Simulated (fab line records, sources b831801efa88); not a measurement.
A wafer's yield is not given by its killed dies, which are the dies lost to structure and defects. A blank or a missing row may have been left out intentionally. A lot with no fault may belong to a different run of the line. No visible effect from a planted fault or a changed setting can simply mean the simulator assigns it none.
Comparing a struck lot with a sound one -- flow sky130 -- 15 out of 708 route steps
Sound: these wafers, L984.1, L984.3, L984.4. Struck: wafers L990.2, L990.3, L990.5. The cause is named last.
Per side, at each step with rows, come the tool, then ch with its chambers, and then its first start. Under that, the readings that differ: sound wafers -- struck wafers -- difference of the means -- sigmas: that difference in standard deviations of wafers without a fault.
alike: readings whose means differ by less than 2 such deviations, and words and numbers that are the same on both sides. not compared: withheld readings, readings that some wafer has no value for, bounds like >300 that may hide the same value, and numbers for which the record gives no deviation and whose values overlap.
A row with sigmas, a row that says differs or no value, or rows on one side alone: a step with any of these is where the two part. Non-overlapping numbers with no deviation appear without sigmas and do not part them. A reading that every wafer of one side lacks parts them only if that side has two wafers or more.

first, 2 steps without rows for these wafers: SKY_SALICIDE_CLEAN_00 (cleans in HF-last, time 30 s); SKY_LI_CONTACT_HDPCVD_00 (deposits PSG, target thk 930 nm, time 155 s).
SKY_LI_CONTACT_THK_MEAS_01:
  sound on film_metro-03, day 30 19:00; struck on film_metro-02, day 32 20:29
  alike: LI_CONTACT_HDPCVD_THK
SKY_LI_CONTACT_CMP_02: polishes PSG.
  sound on cmp-02 ch 0,1,2, day 30 19:04; struck on cmp-01 ch 1,3, day 32 20:35
  alike: motor_current_A, retaining_ring_pressure_frac, time_to_endpoint_s
SKY_LI_CONTACT_BOW_MEAS_03:
  sound on film_metro-03, day 30 19:22; struck on film_metro-01, day 32 20:51
  alike: LI_CONTACT_BOW
then, 7 steps without rows for these wafers: SKY_LI_CONTACT_DEHYDRATE_04 (time 60 s); SKY_LI_CONTACT_HMDS_05 (prime time 60 s); SKY_LI_CONTACT_COAT_06 (resist thk 60 nm); SKY_LI_CONTACT_COAT_07 (resist thk 450 nm); SKY_LI_CONTACT_SOFTBAKE_08 (time 90 s); SKY_LI_CONTACT_EXPOSE_09 (exposes mask LICM1, target cd 170 nm); SKY_LI_CONTACT_PEB_10.
SKY_LI_CONTACT_DEVELOP_11: develop time 60 s.
  sound on litho_track-03 ch 0, day 31 22:00; struck on litho_track-02 ch 0, day 33 23:00
reading,sound,struck,difference,sigmas
developer_temp_C (C),20.89 21.06 20.94,23.01 23.20 23.10,+2.14,+23
SKY_LI_CONTACT_CD_MEAS_12: the cd target is 170 nm.
  sound on cd_sem-02, day 31 22:40; struck on cd_sem-01, day 33 23:55
  alike: cd_nm
-- record jumps: 15 days separate the struck wafers' starts on either side; left off in module LI_CONTACT, taken up again in module PAD_OPEN, whose first shown step is the route's number 708 --
SKY_PAD_OPEN_PROBE_99:
  rows exist in the record for the struck wafers here (prober-02, day 49 10:32), but not for the sound ones

== WHERE THEY PART ==
At SKY_LI_CONTACT_DEVELOP_11 first; at SKY_PAD_OPEN_PROBE_99 last (within this record only).

WHY: what had been put in by the simulator
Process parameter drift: litho_track-02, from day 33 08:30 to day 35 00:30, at SKY_LI_CONTACT_DEVELOP_11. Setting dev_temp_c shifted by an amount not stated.
